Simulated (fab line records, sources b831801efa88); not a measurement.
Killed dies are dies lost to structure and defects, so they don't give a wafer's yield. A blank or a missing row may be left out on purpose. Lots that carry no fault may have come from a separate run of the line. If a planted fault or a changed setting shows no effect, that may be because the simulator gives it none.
The tool behind it: which one? ; flow sky130 ; 15 lots (45 wafers sampled), 1 step of a 708-step route

WHAT THE GAUGES READ, wafer by wafer
The record holds no reading of a measuring or inspecting step that can be judged against a usual standard deviation.

WHAT TOOL EACH LOT RAN ON (gives the tool, then ch and the chambers of the sampled wafers, and finally the start)
lot;SKY_SD_P_EXPOSE_04
L356;iline_stepper-01 ch 0, day 24 19:34
L358;iline_stepper-01 ch 0, day 25 10:18
L357;iline_stepper-01 ch 0, day 25 10:25
L359;iline_stepper-01 ch 0, day 25 22:24
L360;iline_stepper-01 ch 0, day 26 03:28
L362;iline_stepper-02 ch 0, day 27 06:40
L363;iline_stepper-02 ch 0, day 27 11:13
L364;iline_stepper-01 ch 0, day 27 23:00
L365;iline_stepper-01 ch 0, day 28 04:55
L366;iline_stepper-01 ch 0, day 28 08:11
L368;iline_stepper-02 ch 0, day 28 23:50
L372;iline_stepper-01 ch 0, day 30 11:12
L376;iline_stepper-02, day 31 19:06
L377;iline_stepper-02, day 32 01:26
L378;iline_stepper-02, day 32 10:11
- SKY_SD_P_EXPOSE_04: exposes mask PSDM, target cd 380 nm.

AS READ BY THE TOOLS THEMSELVES (means over the sampled wafers that have a number; for cases with no such wafer, the mark the record gives instead)
SKY_SD_P_EXPOSE_04.
lot;tool;exposure_dose_mJ_cm2;focus_offset_nm (nm)
L356;iline_stepper-01;137.92;0.3
L358;iline_stepper-01;138.02;-0.4
L357;iline_stepper-01;137.76;0.1
L359;iline_stepper-01;138.01;-0.1
L360;iline_stepper-01;138.04;-0.3
L362;iline_stepper-02;137.96;0.3
L363;iline_stepper-02;138.15;-0.7
L364;iline_stepper-01;137.93;-0.8
L365;iline_stepper-01;138.01;0.5
L366;iline_stepper-01;137.92;-0.2
L368;iline_stepper-02;137.93;-0.7
L372;iline_stepper-01;137.99;0.4
L376;iline_stepper-02;-;-
L377;iline_stepper-02;-;-
L378;iline_stepper-02;-;-

THE ANSWER, worked out from the rows above alone
Rule: the lots themselves supply what counts as usual. Put in order of their means at a reading, lots are off if they are a third of the lots or fewer, leave a main group of 4 or more, and stand apart from it by a gap of 3 or more times the standard deviation of the main group's means; of several such gaps the widest counts. If all means in a main group match to the digits the tables above print for the reading, that group is not used. A lot without any number at a reading at which 4 lots or more have one is off too. Where the step has rows for the other lots, those lots are counted as sound. The gauges are gone through in route order, then the tools' own readings, and for those a lot's mean is taken as printed above. At the first step where some lot is off, the reading lying furthest off is the one used; lots without a number count as furthest.
Off, at SKY_SD_P_EXPOSE_04 on exposure_dose_mJ_cm2: L376, L377, L378. Without a number there: L376, L377, L378. For the main group the mean is 137.97 and the standard deviation 0.089.
If a tool, at that step or one of the process steps before it, ran each lot that is off and ran no sound lot following the first of them, it fits. One candidate fits, namely iline_stepper-02 at SKY_SD_P_EXPOSE_04. Its last sound lot is L368 (day 28 23:50), its first lot that is off L376 (day 31 19:06): a fault that began between those two fits.
Blank at SKY_SD_P_EXPOSE_04 on the lots that are off, where sound lots have numbers: exposure_dose_mJ_cm2, focus_offset_nm.

WHAT HAD BEEN PUT IN BY THE SIMULATOR
Beginning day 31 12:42, the whole step at SKY_SD_P_EXPOSE_04 was skipped on iline_stepper-02. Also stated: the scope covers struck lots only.
Lots struck among those shown: L376, L377, L378. The same result came from the rule above.
